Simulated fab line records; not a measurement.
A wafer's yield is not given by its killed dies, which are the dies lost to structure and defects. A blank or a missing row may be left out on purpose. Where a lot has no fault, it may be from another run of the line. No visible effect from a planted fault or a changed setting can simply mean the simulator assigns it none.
Which tool did it?	flow sky130	12 lots, 36 wafers sampled, at 3 steps of a route of 708

== WHAT THE GAUGES SHOWED, per wafer ==
SKY_LDD_N_TW_MEAS_17. Usual: for LDD_N_TW the level is 2570 and the standard deviation is 18.
lot	measured	on	LDD_N_TW	flag
L103	day 18 03:41	film_metro-01	2576 2569 2569	
L104	day 18 04:11	film_metro-02	2553 2570 2571	
L107	day 18 22:42	film_metro-03	2597 2603 2573	
L109	day 19 21:20	film_metro-01	2597 2586 2591	
L110	day 20 10:03	film_metro-03	2599 2585 2589	
L112	day 21 01:21	film_metro-02	2556 2544 2556	
L113	day 21 04:17	film_metro-03	2571 2567 2585	
L119	day 24 04:10	film_metro-02	2526 2539 2542	
L120	day 24 11:27	film_metro-01	2579 2565 2587	
L122	day 24 20:31	film_metro-01	2582 2587 2572	
L124	day 26 08:26	film_metro-03	2572 2569 2572	
L125	day 26 18:28	film_metro-02	2530 2535 2534	

== EACH LOT AND THE TOOL THAT RAN IT (in order: tool; ch and the chambers of the sampled wafers; start) ==
lot	SKY_POLY_GATE_STRIP_18	SKY_LDD_N_IMPLANT_15
L103	plasma_asher-01 ch 0,1, day 16 19:39	implanter-01 ch 0, day 18 03:29
L104	plasma_asher-02 ch 0,1, day 16 20:35	implanter-03 ch 0, day 18 03:59
L107	plasma_asher-02 ch 0,1, day 17 12:34	implanter-01 ch 0, day 18 22:27
L109	plasma_asher-04 ch 0,1, day 18 11:02	implanter-03 ch 0, day 19 21:07
L110	plasma_asher-01 ch 0,1, day 18 22:35	implanter-03 ch 0, day 20 09:48
L112	plasma_asher-02 ch 0,1, day 19 15:58	implanter-01 ch 0, day 21 01:07
L113	plasma_asher-01 ch 0,1, day 19 18:52	implanter-03 ch 0, day 21 04:02
L119	plasma_asher-01 ch 0,1, day 22 19:58	implanter-03 ch 0, day 24 03:55
L120	plasma_asher-04 ch 0,1, day 23 02:32	implanter-03 ch 0, day 24 11:12
L122	plasma_asher-04 ch 1, day 23 12:23	implanter-03 ch 0, day 24 20:16
L124	plasma_asher-01 ch 0,1, day 25 00:19	implanter-03 ch 0, day 26 08:11
L125	plasma_asher-04 ch 0,1, day 25 00:59	implanter-02 ch 0, day 26 18:15
- SKY_POLY_GATE_STRIP_18: strips in O2/N2.
- SKY_LDD_N_IMPLANT_15

== AS READ BY THE TOOLS THEMSELVES (means over the sampled wafers that have a number; for cases with no such wafer, the mark the record gives instead) ==
SKY_POLY_GATE_STRIP_18. Usual: drypump_motor_current_A 5.9 A, standard deviation 0.5; oes_product_au 0.360 a.u., standard deviation 0.0042; strip_time_to_endpoint_s 3.146 s, standard deviation 0.026.
lot	tool	drypump_motor_current_A (A)	oes_product_au (a.u.)	strip_time_to_endpoint_s (s)	flag
L103	plasma_asher-01	6.1	0.363	3.134	
L104	plasma_asher-02	6.1	0.358	3.167	
L107	plasma_asher-02	5.8	0.362	3.159	
L109	plasma_asher-04	5.5	0.362	3.126	
L110	plasma_asher-01	6.1	0.358	3.123	
L112	plasma_asher-02	5.7	0.355	3.164	
L113	plasma_asher-01	5.8	0.358	3.137	
L119	plasma_asher-01	6.1	0.360	3.168	
L120	plasma_asher-04	5.8	0.361	3.129	
L122	plasma_asher-04	5.1	0.356	3.150	
L124	plasma_asher-01	6.1	0.361	3.155	
L125	plasma_asher-04	5.5	0.359	3.166	

SKY_LDD_N_IMPLANT_15. Usual: dose_ions_cm2 5e+12, standard deviation 4.9e+09; end_station_pressure_torr 5e-06 Torr, standard deviation 2.5e-07.
lot	tool	dose_ions_cm2	end_station_pressure_torr (Torr)	flag
L103	implanter-01	5e+12	5e-06	
L104	implanter-03	5e+12	5e-06	
L107	implanter-01	5e+12	5e-06	
L109	implanter-03	5e+12	5e-06	
L110	implanter-03	5e+12	5e-06	
L112	implanter-01	5e+12	5e-06	
L113	implanter-03	5e+12	5e-06	
L119	implanter-03	5e+12	5e-06	
L120	implanter-03	5e+12	5e-06	
L122	implanter-03	5e+12	5e-06	
L124	implanter-03	5e+12	5e-06	
L125	implanter-02	5e+12	5e-06	

== THE ANSWER, worked out from the rows above alone ==
Rule: lot off if the mean of its wafers having a number is beyond 3 standard deviations from the usual mean. Also off: a lot with no number at a reading for which 4 or more lots have one. Where the step has rows for the other lots, those lots are counted as sound. First the gauges in route order, then the tools' own readings, where a lot's mean is used as printed above. The first step at which some lot is off is used, and at that step the reading that is off furthest; a lot without a number counts as furthest.
No lot is off on any of the readings shown, so nothing can be concluded from this.

== WHAT WAS PUT IN BY THE SIMULATOR ==
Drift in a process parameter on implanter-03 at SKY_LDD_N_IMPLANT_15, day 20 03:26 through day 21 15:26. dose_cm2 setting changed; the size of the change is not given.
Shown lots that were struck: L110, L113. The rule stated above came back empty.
